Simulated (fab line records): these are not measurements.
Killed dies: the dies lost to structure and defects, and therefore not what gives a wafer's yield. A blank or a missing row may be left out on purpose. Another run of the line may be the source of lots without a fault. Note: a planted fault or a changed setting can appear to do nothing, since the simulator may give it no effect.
Comparing a struck lot with a sound one || flow sky130 || 18 out of 708 route steps
Sound: wafers L102.2, L102.3, L102.6. Wafers struck: L109.1, L109.2, L109.4. At the end, the cause is stated.
For every step that has rows: the tool of each side, followed by ch and its chambers, followed by its first start. Under that, the readings that differ: sound wafers || struck wafers || difference of the means || sigmas: that difference in standard deviations of wafers without a fault.
alike: words and numbers the same on both sides, and readings whose means are apart by under 2 such deviations; not compared: readings that were withheld, readings missing a value for some wafer, numbers with overlapping values and no deviation given by the record, and bounds like >300 which may hide the same value.
Wherever a step has rows on one side only, a row that says differs or no value, or a row with sigmas, the two part there. Non-overlapping numbers with no deviation appear without sigmas and do not part them. Lack of a reading on every wafer of one side parts them only where that side has two or more wafers.

first, 2 steps without rows for these wafers: SKY_NWELL_PEB_08; SKY_NWELL_DEVELOP_09 (develop time 60 s).
SKY_NWELL_OVL_MEAS_10:
  sound: overlay-01 at day 4 22:10; struck: overlay-01 at day 6 08:57
{"reading": "NWELL_00_OVL (nm)", "sound": "-3.4 -4.3 -2.2", "struck": "2.1 -1.5 -0.4", "difference": "+3.4", "sigmas": "+3"}
then, 3 steps without rows for these wafers: SKY_NWELL_IMPLANT_11; SKY_NWELL_IMPLANT_12; SKY_NWELL_IMPLANT_13.
SKY_NWELL_STRIP_14: strips in O2/N2.
  sound on plasma asher-02 ch 0,1, day 4 22:38; struck on plasma asher-03 ch 0,1, day 6 09:26
  alike: drypump motor current A, oes product au, strip time to endpoint s
  not compared: rf hours counter h
SKY_NWELL_TW_MEAS_15:
  sound: film metro-04 at day 4 22:45; struck: film metro-04 at day 6 09:32
  alike: NWELL_TW
then, 4 steps without rows for these wafers: SKY_NWELL_DEHYDRATE_16 (time 60 s); SKY_NWELL_HMDS_17 (prime time 60 s); SKY_NWELL_COAT_18 (resist thk 3000 nm); SKY_NWELL_SOFTBAKE_19.
SKY_NWELL_EXPOSE_20: exposes mask NWM COMPLEMENT, target cd 840 nm.
  sound on iline stepper-02 ch 0, day 5 08:13; struck on iline stepper-02 ch 0, day 6 19:32
{"reading": "model.NWELL.overlay x nm (nm)", "sound": "0.09056 0.09056 0.09056", "struck": "204.1 204.1 204.1", "difference": "+204.0", "sigmas": ""}
  alike: mask, reticle temp C, stage vel mm s
then, 2 steps without rows for these wafers: SKY_NWELL_PEB_21; SKY_NWELL_DEVELOP_22 (develop time 60 s).
SKY_NWELL_OVL_MEAS_23:
  sound: overlay-02 at day 5 16:52; struck: overlay-01 at day 7 04:40
{"reading": "NWELL_01_OVL (nm)", "sound": "-0.2 -0.5 -0.6", "struck": "203.2 204.3 202.9", "difference": "+203.9", "sigmas": "+99 or more"}
after that, 1 step had no rows for these wafers: SKY_NWELL_IMPLANT_24.
-- the record jumps here: 41 days lie between the struck wafers' starts before and after (it left off in module NWELL and takes up again in module PAD_OPEN, whose first step shown is number 708 of the route) --
SKY_PAD_OPEN_PROBE_99:
  sound: prober-02 at day 46 09:04; struck: prober-01 at day 47 22:58
{"reading": "killed at front end", "sound": "10 14 12", "struck": "26 34 29", "difference": "+18", "sigmas": "+4"}
{"reading": "model.etest.nfet_16v.r on ohm um", "sound": "1.415e+04 1.428e+04 1.421e+04", "struck": "2.13e+04 2.069e+04 2.074e+04", "difference": "+6.70e+03", "sigmas": ""}
{"reading": "model.etest.pfet_16v.r on ohm um", "sound": "1.504e+04 1.49e+04 1.473e+04", "struck": "1.963e+04 2.03e+04 1.976e+04", "difference": "+5.007e+03", "sigmas": ""}
{"reading": "model.etest.pfet_16v.drive ua um", "sound": "242.5 244.5 244.3", "struck": "173.3 165.6 173.5", "difference": -73.0, "sigmas": ""}
{"reading": "model.etest.nfet_16v.drive ua um", "sound": "223.8 220.7 223.5", "struck": "180.1 181.9 181.1", "difference": -41.6, "sigmas": ""}
  alike: killed_at_M0_to_M3, killed_at_M4_up, killed at contacts, killed at other, killed dies, killed open, killed short
  not compared: model.etest.sram pfet latch.drive ua um, model.etest.sram pfet latch.off log10 a um, model.etest.sram pfet latch.vt sat v, model.etest.pfet_16v.vt v

WHERE THEY PART
Last at SKY_PAD_OPEN_PROBE_99 as far as this record goes, first at SKY_NWELL_OVL_MEAS_10.

WHY: the cause the simulator had injected
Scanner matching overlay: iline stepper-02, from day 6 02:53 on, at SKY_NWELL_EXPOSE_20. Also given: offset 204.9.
